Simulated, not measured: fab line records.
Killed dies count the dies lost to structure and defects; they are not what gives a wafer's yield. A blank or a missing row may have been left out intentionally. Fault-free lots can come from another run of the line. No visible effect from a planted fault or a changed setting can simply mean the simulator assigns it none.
fab line records -- flow gf180mcu
record lots=14, wafers=42, lastDay=34
route steps=602 shown V4@493 MIM@514 TOP_METAL@584 PASSIVATION@589
lots untouched by any fault: they come from a run of this same line in which no faults occurred
startH: the number of hours between the record's first day and the start of the first shown wafer of the lot -- waitH: hours since the lot's step before -- " as in the row above -- L1.1+2: a row that stands for several wafers -- - no value, or no start was given -- * or withheld: withheld -- < > ~ a bound
route shown NAME@n: NAME is a module with steps in the file, n the number in the route of the first one -- usual: mean and standard deviation over wafers with no fault -- same: alike in all rows -- chamber/n: place in a boat -- sites: each site's reading -- _std_site: standard deviation across them -- _edge_site: inner sites' mean taken away from outer sites' mean -- radiusMm: for every site, how far away it sits from the centre of the wafer -- mask NAME#n: copy n -- behind: the tool/chamber that last shaped the wafer -- hold: why the lot was held/for how many hours/how that ended -- device: the transistor (n, p or np) that didn't switch -- end of line: the same wafers' tests at the end of the route -- a step given without rows: its recipe and nothing more -- killed: dies that structure and defects cost at the first sort, which is not the same as the wafer's yield -- map: a wafer's dies, marking killed ones x, the rest . and places with no die _
set.NAME: setting as actually run; set.NAME@STEP: the setting as run at that earlier step -- model.NAME: the simulator's own value behind a step, which no gauge read
the route's steps for a sample of lots (tables are steps, rows are wafers)
services: when a tool's chamber went out of use (startH, in hours from the record's first day, below 0 if earlier), for how many hours, and the reason
## steps
# step GF_V4_ETCH_17
# recipe chemistry=C4F8/O2/Ar, maskMaterial=KrF, target=SiO2, stopOn=TiN, sourceW=1500, biasW=1200, pressureMtorr=40, c4f8FlowSccm=withheld, O2_flow_sccm=6, Ar_flow_sccm=300, timeS=withheld, targetDepthA=6300
# usual oesProductAu=0.856/0.0045
lot.wafer,tool,chamber,startH,waitH,oesProductAu
L137.1,rieDiel-01,1,-,-,0.847
L137.3,rieDiel-01,2,-,-,0.856
L137.6,rieDiel-01,1,-,-,0.857
L138.2,rieDiel-01,3,-,-,0.851
L138.4,rieDiel-01,3,-,-,0.851
L138.5,rieDiel-01,1,-,-,0.860
L139.1,rieDiel-01,3,-,-,0.854
L139.3,rieDiel-01,1,-,-,0.845
L139.5,rieDiel-01,3,-,-,0.857
L143.2,rieDiel-03,1,-,-,0.856
L143.3,rieDiel-03,2,-,-,0.855
L143.6,rieDiel-03,1,-,-,0.854
L144.1,rieDiel-03,1,-,-,0.846
L144.3,rieDiel-03,3,-,-,0.853
L144.5,rieDiel-03,1,-,-,0.853
L150.1,rieDiel-04,1,-,-,0.853
L150.2,rieDiel-04,3,-,-,0.850
L150.3,rieDiel-04,0,-,-,0.865
L151.1,rieDiel-04,3,-,-,0.850
L151.4,rieDiel-04,2,-,-,0.851
L151.6,rieDiel-04,2,-,-,0.864
L154.3,rieDiel-01,0,-,-,0.857
L154.5,rieDiel-01,2,-,-,0.849
L154.6,rieDiel-01,3,-,-,0.855
L155.3,rieDiel-03,0,-,-,0.858
L155.5,rieDiel-03,3,-,-,0.864
L155.6,rieDiel-03,2,-,-,0.862
L156.1,rieDiel-01,3,-,-,0.858
L156.3,rieDiel-01,1,-,-,0.863
L156.4,rieDiel-01,0,-,-,0.849
L157.1,rieDiel-03,2,-,-,0.862
L157.5,rieDiel-03,2,-,-,0.852
L157.6,rieDiel-03,3,-,-,0.858
L158.1,rieDiel-04,2,-,-,0.855
L158.3,rieDiel-04,3,-,-,0.855
L158.6,rieDiel-04,0,-,-,0.852
L159.3,rieDiel-04,1,-,-,0.858
L159.4,rieDiel-04,2,-,-,0.853
L159.6,rieDiel-04,2,-,-,0.854
L160.1,rieDiel-01,3,-,-,0.853
L160.2,rieDiel-01,2,-,-,0.861
L160.6,rieDiel-01,1,-,-,0.855
# step GF_MIM_THK_MEAS_11
# recipe thkMeasGauge=xrf, reads=AlCu_of_MIM_SPUTTER_08
# usual MIM_ALCU_THK=201.9/2.2
lot.wafer,tool,chamber,startH,waitH,MIM_ALCU_THK[nm]
L137.1,filmMetro-01,-,570.16,0.1,202.1
L137.3,filmMetro-01,-,570.16,0.1,200.1
L137.6,filmMetro-01,-,570.16,0.1,201.0
L138.2,filmMetro-02,-,571.78,0.1,202.9
L138.4,filmMetro-02,-,571.78,0.1,201.4
L138.5,filmMetro-02,-,571.78,0.1,201.5
L139.1,filmMetro-04,-,591.72,0.1,202.1
L139.3,filmMetro-04,-,591.72,0.1,203.2
L139.5,filmMetro-04,-,591.72,0.1,202.8
L143.2,filmMetro-01,-,616.63,0.1,201.2
L143.3,filmMetro-01,-,616.63,0.1,203.2
L143.6,filmMetro-01,-,616.63,0.1,201.6
L144.1,filmMetro-02,-,627.05,0.1,199.4
L144.3,filmMetro-02,-,627.05,0.1,202.9
L144.5,filmMetro-02,-,627.05,0.1,199.9
L150.1,filmMetro-04,-,664.67,0.1,201.1
L150.2,filmMetro-04,-,664.67,0.1,199.8
L150.3,filmMetro-04,-,664.67,0.1,199.1
L151.1,filmMetro-01,-,667.10,0.1,199.8
L151.4,filmMetro-01,-,667.10,0.1,201.0
L151.6,filmMetro-01,-,667.10,0.1,197.3
L154.3,filmMetro-01,-,700.16,0.1,198.9
L154.5,filmMetro-01,-,700.16,0.1,201.0
L154.6,filmMetro-01,-,700.16,0.1,199.5
L155.3,filmMetro-01,-,702.03,0.1,203.0
L155.5,filmMetro-01,-,702.03,0.1,203.4
L155.6,filmMetro-01,-,702.03,0.1,201.5
L156.1,filmMetro-04,-,705.12,0.1,201.9
L156.3,filmMetro-04,-,705.12,0.1,199.4
L156.4,filmMetro-04,-,705.12,0.1,201.1
L157.1,filmMetro-02,-,708.51,0.1,204.1
L157.5,filmMetro-02,-,708.51,0.1,204.4
L157.6,filmMetro-02,-,708.51,0.1,205.3
L158.1,filmMetro-04,-,720.51,0.1,203.5
L158.3,filmMetro-04,-,720.51,0.1,199.7
L158.6,filmMetro-04,-,720.51,0.1,200.7
L159.3,filmMetro-01,-,723.02,0.1,203.0
L159.4,filmMetro-01,-,723.02,0.1,201.2
L159.6,filmMetro-01,-,723.02,0.1,199.0
L160.1,filmMetro-01,-,742.30,0.1,199.1
L160.2,filmMetro-01,-,742.30,0.1,200.0
L160.6,filmMetro-01,-,742.30,0.1,202.0
# step GF_TOP_METAL_STRIP_17
# recipe chemistry=O2/N2, powerW=1400, pressureMtorr=1500, platenTempC=250, o2FlowSccm=3000, n2FlowSccm=300, overashFraction=0.5
# usual drypumpMotorCurrentA=5.9/0.43, heaterPowerW=371/35, oesProductAu=0.709/0.0049, stripTimeToEndpointS=12.88/0.088
# same overashFraction=0.5
lot.wafer,tool,chamber,startH,waitH,drypumpMotorCurrentA,heaterPowerW,oesProductAu,rfHoursCounterH,stripTimeToEndpointS
L137.1,plasmaAsher-01,0,657.22,0.1,5.9,342,0.715,25,13.01
L137.3,plasmaAsher-01,0,657.22,0.1,5.9,346,0.720,-,13.02
L137.6,plasmaAsher-01,1,657.22,0.1,6.2,353,0.713,-,13.07
L138.2,plasmaAsher-01,1,658.72,0.1,6.2,373,0.706,25,13.00
L138.4,plasmaAsher-01,1,658.72,0.1,6.2,362,0.712,-,13.05
L138.5,plasmaAsher-01,1,658.72,0.1,6.2,353,0.714,-,12.98
L139.1,plasmaAsher-01,0,675.22,0.1,6.0,346,0.706,27,12.77
L139.3,plasmaAsher-01,1,675.22,0.1,6.2,362,0.712,-,12.76
L139.5,plasmaAsher-01,1,675.22,0.1,6.2,361,0.704,-,12.86
L143.2,plasmaAsher-02,0,699.22,0.1,6.6,337,0.711,90,12.72
L143.3,plasmaAsher-02,1,699.22,0.1,6.0,349,0.711,-,12.78
L143.6,plasmaAsher-02,0,699.22,0.1,6.5,345,0.703,-,12.76
L144.1,plasmaAsher-01,1,708.30,0.1,6.2,360,0.709,31,12.81
L144.3,plasmaAsher-01,1,708.30,0.1,6.2,362,0.708,-,12.82
L144.5,plasmaAsher-01,0,708.30,0.1,5.9,351,0.711,-,12.78
L150.1,plasmaAsher-03,1,743.60,0.1,5.1,448,0.707,64,12.91
L150.2,plasmaAsher-03,0,743.60,0.1,5.7,384,0.707,64,12.90
L150.3,plasmaAsher-03,1,743.60,0.1,5.0,448,0.707,-,13.03
L151.1,plasmaAsher-01,1,744.82,0.1,6.2,366,0.699,35,12.84
L151.4,plasmaAsher-01,0,744.82,0.1,6.0,338,0.715,-,12.83
L151.6,plasmaAsher-01,1,744.82,0.1,6.2,373,0.720,-,12.84
L154.3,plasmaAsher-03,1,772.15,0.1,5.1,444,0.713,-,12.82
L154.5,plasmaAsher-03,0,772.15,0.1,5.7,388,0.718,-,12.83
L154.6,plasmaAsher-03,1,772.15,0.1,5.1,447,0.719,-,12.75
L155.3,plasmaAsher-03,0,773.80,0.1,5.7,382,0.714,-,13.10
L155.5,plasmaAsher-03,0,773.80,0.1,5.7,381,0.706,-,12.81
L155.6,plasmaAsher-03,1,773.80,0.1,5.0,455,0.707,-,12.97
L156.1,plasmaAsher-03,1,778.47,0.1,5.0,425,0.704,68,12.83
L156.3,plasmaAsher-03,1,778.47,0.1,5.1,446,0.711,-,12.92
L156.4,plasmaAsher-03,0,778.47,0.1,5.7,380,0.704,-,12.82
L157.1,plasmaAsher-03,1,780.58,0.1,5.0,450,0.714,68,12.99
L157.5,plasmaAsher-03,1,780.58,0.1,5.1,447,0.703,-,12.81
L157.6,plasmaAsher-03,0,780.58,0.1,5.7,376,0.712,-,13.08
L158.1,plasmaAsher-01,1,789.42,0.1,6.2,360,0.702,39,12.80
L158.3,plasmaAsher-01,0,789.42,0.1,6.0,349,0.705,-,12.81
L158.6,plasmaAsher-01,1,789.42,0.1,6.2,363,0.715,-,12.82
L159.3,plasmaAsher-02,1,790.75,0.1,6.1,346,0.702,-,12.80
L159.4,plasmaAsher-02,0,790.75,0.1,6.5,347,0.715,-,13.09
L159.6,plasmaAsher-02,0,790.75,0.1,6.5,352,0.704,-,12.87
L160.1,plasmaAsher-01,1,808.03,0.1,6.2,358,0.715,41,12.95
L160.2,plasmaAsher-01,0,808.03,0.1,6.0,336,0.712,41,12.84
L160.6,plasmaAsher-01,0,808.03,0.1,6.0,334,0.708,-,12.94
# step GF_PASSIVATION_CVD_02
# recipe material=Si3N4, targetThkNm=700, timeS=486.18, tempC=400, rfW=450
# usual heaterPowerW=737/110
lot.wafer,tool,chamber,startH,waitH,heaterPowerW
L137.1,pecvd-02,1,657.90,0.1,846
L137.3,pecvd-02,0,657.90,0.1,771
L137.6,pecvd-02,2,657.90,0.1,702
L138.2,pecvd-02,1,659.42,0.0,823
L138.4,pecvd-02,1,659.42,0.0,845
L138.5,pecvd-02,2,659.42,0.0,589
L139.1,pecvd-03,2,675.92,0.1,862
L139.3,pecvd-03,1,675.92,0.1,845
L139.5,pecvd-03,2,675.92,0.1,717
L143.2,pecvd-03,0,699.89,0.0,539
L143.3,pecvd-03,2,699.89,0.0,875
L143.6,pecvd-03,0,699.89,0.0,582
L144.1,pecvd-03,2,708.97,0.1,848
L144.3,pecvd-03,0,708.97,0.1,575
L144.5,pecvd-03,2,708.97,0.1,876
L150.1,pecvd-02,1,744.30,0.1,871
L150.2,pecvd-02,2,744.30,0.1,684
L150.3,pecvd-02,1,744.30,0.1,710
L151.1,pecvd-02,1,745.52,0.1,928
L151.4,pecvd-02,2,745.52,0.1,693
L151.6,pecvd-02,2,745.52,0.1,725
L154.3,pecvd-01,1,772.79,0.0,567
L154.5,pecvd-01,1,772.79,0.0,451
L154.6,pecvd-01,2,772.79,0.0,631
L155.3,pecvd-03,2,774.44,0.0,731
L155.5,pecvd-03,1,774.44,0.0,865
L155.6,pecvd-03,2,774.44,0.0,794
L156.1,pecvd-02,1,779.44,0.1,852
L156.3,pecvd-02,0,779.44,0.1,759
L156.4,pecvd-02,2,779.44,0.1,712
L157.1,pecvd-02,2,781.87,0.1,707
L157.5,pecvd-02,1,781.87,0.1,720
L157.6,pecvd-02,2,781.87,0.1,582
L158.1,pecvd-03,2,790.18,0.1,752
L158.3,pecvd-03,0,790.18,0.1,643
L158.6,pecvd-03,1,790.18,0.1,856
L159.3,pecvd-02,1,791.39,0.0,732
L159.4,pecvd-02,1,791.39,0.0,779
L159.6,pecvd-02,0,791.39,0.0,679
L160.1,pecvd-02,2,808.70,0.1,603
L160.2,pecvd-02,0,808.70,0.1,703
L160.6,pecvd-02,2,808.70,0.1,645
# step GF_PASSIVATION_THK_MEAS_03
# recipe reads=Si3N4_of_PASSIVATION_CVD_02
# usual PASSIVATION_CVD_02_THK=702/9.7
lot.wafer,tool,chamber,startH,waitH,PASSIVATION_CVD_02_THK[nm]
L137.1,filmMetro-02,-,658.19,0.1,700
L137.3,filmMetro-02,-,658.19,0.1,695
L137.6,filmMetro-02,-,658.19,0.1,705
L138.2,filmMetro-01,-,659.72,0.2,695
L138.4,filmMetro-01,-,659.72,0.2,706
L138.5,filmMetro-01,-,659.72,0.2,704
L139.1,filmMetro-02,-,676.21,0.1,702
L139.3,filmMetro-02,-,676.21,0.1,711
L139.5,filmMetro-02,-,676.21,0.1,720
L143.2,filmMetro-02,-,700.19,0.2,884
L143.3,filmMetro-02,-,700.19,0.2,696
L143.6,filmMetro-02,-,700.19,0.2,704
L144.1,filmMetro-03,-,709.26,0.1,903
L144.3,filmMetro-03,-,709.26,0.1,697
L144.5,filmMetro-03,-,709.26,0.1,722
L150.1,filmMetro-03,-,744.73,0.3,700
L150.2,filmMetro-03,-,744.73,0.3,705
L150.3,filmMetro-03,-,744.73,0.3,711
L151.1,filmMetro-02,-,745.98,0.3,685
L151.4,filmMetro-02,-,745.98,0.3,692
L151.6,filmMetro-02,-,745.98,0.3,688
L154.3,filmMetro-01,-,773.10,0.2,709
L154.5,filmMetro-01,-,773.10,0.2,708
L154.6,filmMetro-01,-,773.10,0.2,713
L155.3,filmMetro-01,-,774.75,0.2,700
L155.5,filmMetro-01,-,774.75,0.2,710
L155.6,filmMetro-01,-,774.75,0.2,707
L156.1,filmMetro-03,-,779.73,0.1,693
L156.3,filmMetro-03,-,779.73,0.1,689
L156.4,filmMetro-03,-,779.73,0.1,714
L157.1,filmMetro-03,-,782.16,0.1,694
L157.5,filmMetro-03,-,782.16,0.1,714
L157.6,filmMetro-03,-,782.16,0.1,706
L158.1,filmMetro-02,-,790.47,0.1,708
L158.3,filmMetro-02,-,790.47,0.1,692
L158.6,filmMetro-02,-,790.47,0.1,714
L159.3,filmMetro-03,-,791.70,0.2,706
L159.4,filmMetro-03,-,791.70,0.2,713
L159.6,filmMetro-03,-,791.70,0.2,705
L160.1,filmMetro-03,-,808.99,0.1,705
L160.2,filmMetro-03,-,808.99,0.1,701
L160.6,filmMetro-03,-,808.99,0.1,717
# step GF_PASSIVATION_ETCH_11
# recipe chemistry=CF4/O2, targetDepthNm=2040, stopOn=TiN, sourceW=800, biasW=150, pressureMtorr=150, cf4FlowSccm=80, O2_flow_sccm=10, timeS=453.3
# usual drypumpMotorCurrentA=5.7/0.31, oesProductAu=0.990/0.0059, throttleValvePct=5.969/0.0088
lot.wafer,tool,chamber,startH,waitH,drypumpMotorCurrentA,oesProductAu,rfHoursCounterH,throttleValvePct
L137.1,rieDiel-04,1,676.27,-,6.4,0.988,11,5.973
L137.3,rieDiel-04,3,676.27,-,5.8,0.999,1,5.967
L137.6,rieDiel-04,2,676.27,-,5.8,0.994,-,5.985
L138.2,rieDiel-02,3,678.42,-,5.9,0.993,11,5.963
L138.4,rieDiel-02,1,678.42,-,5.4,1.000,9,5.983
L138.5,rieDiel-02,1,678.42,-,5.4,0.988,-,5.981
L139.1,rieDiel-02,3,695.27,-,5.9,0.994,11,5.971
L139.3,rieDiel-02,2,695.27,-,6.0,0.989,39,5.955
L139.5,rieDiel-02,3,695.27,-,5.9,0.988,-,5.976
L143.2,rieDiel-03,3,718.32,-,5.4,0.948,10,5.958
L143.3,rieDiel-03,1,718.32,-,5.1,0.989,37,5.963
L143.6,rieDiel-03,2,718.32,-,5.6,0.987,-,5.967
L144.1,rieDiel-02,0,727.02,-,5.9,0.954,26,5.968
L144.3,rieDiel-02,2,727.02,-,6.0,0.991,41,5.967
L144.5,rieDiel-02,2,727.02,-,6.0,0.990,-,5.965
L150.1,rieDiel-03,1,761.48,-,5.1,0.991,38,5.966
L150.2,rieDiel-03,3,761.48,-,5.4,0.996,11,5.971
L150.3,rieDiel-03,2,761.48,-,5.7,0.991,10,5.977
L151.1,rieDiel-02,3,762.77,-,5.9,0.998,14,5.971
L151.4,rieDiel-02,2,762.77,-,6.0,0.987,-,5.967
L151.6,rieDiel-02,3,762.77,-,5.8,0.995,-,5.983
L154.3,rieDiel-02,2,788.17,-,6.0,0.985,44,5.980
L154.5,rieDiel-02,0,788.17,-,5.9,0.998,-,5.968
L154.6,rieDiel-02,1,788.17,-,5.4,0.998,-,5.965
L155.3,rieDiel-04,1,790.07,-,6.4,0.986,16,5.958
L155.5,rieDiel-04,3,790.07,-,5.8,0.985,-,5.966
L155.6,rieDiel-04,0,790.07,-,5.5,0.998,-,5.973
L156.1,rieDiel-02,0,794.97,-,5.9,0.993,29,5.967
L156.3,rieDiel-02,1,794.97,-,5.4,0.995,13,5.971
L156.4,rieDiel-02,2,794.97,-,6.0,0.979,44,5.980
L157.1,rieDiel-02,0,797.12,-,5.9,0.993,29,5.980
L157.5,rieDiel-02,3,797.12,-,5.9,0.989,-,5.987
L157.6,rieDiel-02,1,797.12,-,5.4,0.988,-,5.970
L158.1,rieDiel-04,1,805.21,-,6.4,0.971,17,5.962
L158.3,rieDiel-04,3,805.21,-,5.8,0.997,8,5.979
L158.6,rieDiel-04,2,805.21,-,5.9,0.989,-,5.956
L159.3,rieDiel-03,2,805.97,-,5.6,0.988,12,5.954
L159.4,rieDiel-03,0,805.97,-,5.9,0.974,9,5.960
L159.6,rieDiel-03,2,805.97,-,5.6,0.989,-,5.955
L160.1,rieDiel-02,3,822.47,-,5.9,0.986,17,5.944
L160.2,rieDiel-02,2,822.47,-,6.0,0.988,1,5.981
L160.6,rieDiel-02,3,822.47,-,5.9,0.983,-,5.967
## services
tool,chamber,startH,hours,kind
rieDiel-02,1,548.27,3.9,repair
rieDiel-02,3,555.36,12.5,repair
plasmaAsher-01,-,563.37,1.7,repair
rieDiel-02,0,564.49,3.6,repair
rieDiel-03,3,571.10,6.9,repair
rieDiel-04,2,589.78,5.0,repair
pecvd-02,1,602.88,7.3,repair
rieDiel-02,-,617.41,0.8,repair
rieDiel-01,1,621.94,4.2,repair
rieDiel-01,0,623.92,6.9,repair
rieDiel-04,-,634.73,2.8,pm
rieDiel-03,3,647.43,2.3,repair
rieDiel-01,1,664.05,4.9,repair
pecvd-02,0,670.97,2.5,repair
plasmaAsher-01,-,671.19,3.8,repair
rieDiel-01,1,688.74,1.5,repair
pecvd-02,0,700.02,7.0,repair
pecvd-02,0,724.72,22.1,repair
rieDiel-01,0,733.60,5.4,repair
plasmaAsher-01,-,736.90,1.8,repair
pecvd-02,-,741.03,2.8,pm
rieDiel-02,1,750.57,15.6,repair
rieDiel-04,-,765.28,0.9,repair
rieDiel-03,2,818.32,4.5,repair
## key
firstSign step=GF_PASSIVATION_THK_MEAS_03, reading=PASSIVATION_CVD_02_THK, direction=up, sigmas=20, usual=702, struck=894
effect step=GF_PASSIVATION_ETCH_11, reading=oesProductAu, direction=down, sigmas=6.5, usual=0.990, struck=0.951
metAt GF_PASSIVATION_CVD_02
struckLots L143,L144
struckWafers L143.2,L144.1
laterRowsLeftOut L143.2
sortLeftOut L143.2
notActingAt GF_V4_ETCH_17,GF_MIM_THK_MEAS_11,GF_TOP_METAL_STRIP_17
onsetBetween 675.92 699.89
fault kind=processParameterDrift, tool=pecvd-03, chamber=-, onsetH=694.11, steps=GF_PASSIVATION_CVD_02, channel=targetThkNm, offset=198.17, shape=step, endH=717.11, scope=struckWafersOnly, actsIn=theseRecipesOnly, stated=700
# sortLeftOut: the simulated sort isn't trusted on such a fault, so these wafers' sort isn't shown, and their yield isn't known
# laterRowsLeftOut: the simulator's readings of these wafers behind a module that went badly wrong aren't trusted and aren't shown, but for the sort
